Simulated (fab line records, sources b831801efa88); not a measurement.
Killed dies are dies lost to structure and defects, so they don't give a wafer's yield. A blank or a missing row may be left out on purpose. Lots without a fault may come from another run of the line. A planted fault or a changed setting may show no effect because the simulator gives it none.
One fault seen from 2 desks | flow gf180mcu | each desk has only its own numbers; what lay behind them comes last

THE METROLOGY DESK
What the gauges read, lot by lot, whatever tool the lot ran on: means of the sampled wafers that have a number. A lot is out of limits, marked OUT, if its mean lies more than 4 standard deviations from the usual mean; the brackets give that distance. Of its 8 readings 7 are shown: the one that was out of limits first, and those that lie furthest out on some lot.
Columns: A = HV_LDD_2_TW at GF_HV_LDD_TW_MEAS_23, usual 1057; B = cd_nm at GF_HV_LDD_CD_MEAS_31, usual 400.9 nm; C = HV_LDD_02_OVL at GF_HV_LDD_OVL_MEAS_32, usual 0.7 nm; D = HV_LDD_3_TW at GF_HV_LDD_TW_MEAS_38, usual 1436; E = cd_nm at GF_HV_LDD_CD_MEAS_46, usual 399.8 nm; F = HV_LDD_03_OVL at GF_HV_LDD_OVL_MEAS_47, usual -0.4 nm; G = HV_LDD_RS at GF_HV_LDD_RS_MEAS_53, usual 418.5 ohm/sq
lot  | first seen here | A    | B     | C    | D    | E     | F    | G
L655 | day 11 15:29    | 1036 | 404.4 | -0.2 | 1406 | 399.2 | -0.9 | 418.5
L657 | day 12 01:11    | 1080 | 396.9 | -1.4 | 1419 | 402.0 | -1.1 | 417.5
L670 | day 16 08:16    | 1055 | 401.0 | -1.8 | 1465 | 398.5 | 0.8  | 409.6 (-8.9) OUT
L671 | day 16 18:18    | 1052 | 402.8 | 2.0  | 1416 | 403.3 | 1.0  | -
L672 | day 17 00:07    | 1079 | 399.6 | -1.4 | 1467 | 400.3 | 0.1  | 419.8
L675 | day 17 22:59    | 1039 | 401.2 | 2.2  | 1421 | 402.0 | 0.3  | 418.3
This desk's finding: out of limits on L670; first on L670, day 18 06:53 (HV_LDD_RS at GF_HV_LDD_RS_MEAS_53). In limits: L655, L657, L671, L672, L675.

THE TOOL OWNER'S DESK: implanter-03
The tool's own readings at GF_HV_LDD_IMPLANT_34: means of the sampled wafers that have a number, for each lot that ran on this tool. A lot is out of limits, marked OUT, if its mean lies more than 4 standard deviations from the usual mean; the brackets give that distance.
Columns: A = end_station_pressure_torr at GF_HV_LDD_IMPLANT_34, usual 5e-06 Torr; B = tilt_deg at GF_HV_LDD_IMPLANT_34, usual 30.000 degrees
lot  | first seen here | A     | B
L657 | day 12 19:47    | 5e-06 | 29.968
L670 | day 17 06:46    | 5e-06 | 29.996
L671 | day 17 17:11    | 5e-06 | 30.000
This desk's finding: nothing out of limits on any of the 3 lots.

PUT TOGETHER
The metrology desk could have raised an alarm at day 18 06:53, on L670.
The tool owner's desk saw nothing out of limits.
The tool owner's desk has L670 on record, within its limits.
Of the lots named, all ran GF_HV_LDD_IMPLANT_34 on implanter-03.

WHAT THE SIMULATOR HAD PUT IN
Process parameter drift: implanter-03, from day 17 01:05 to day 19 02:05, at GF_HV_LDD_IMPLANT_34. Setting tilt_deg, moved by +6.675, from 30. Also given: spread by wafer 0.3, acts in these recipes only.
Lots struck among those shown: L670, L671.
Hours from the fault's start to each desk's first reading out of limits: the metrology desk, 30.
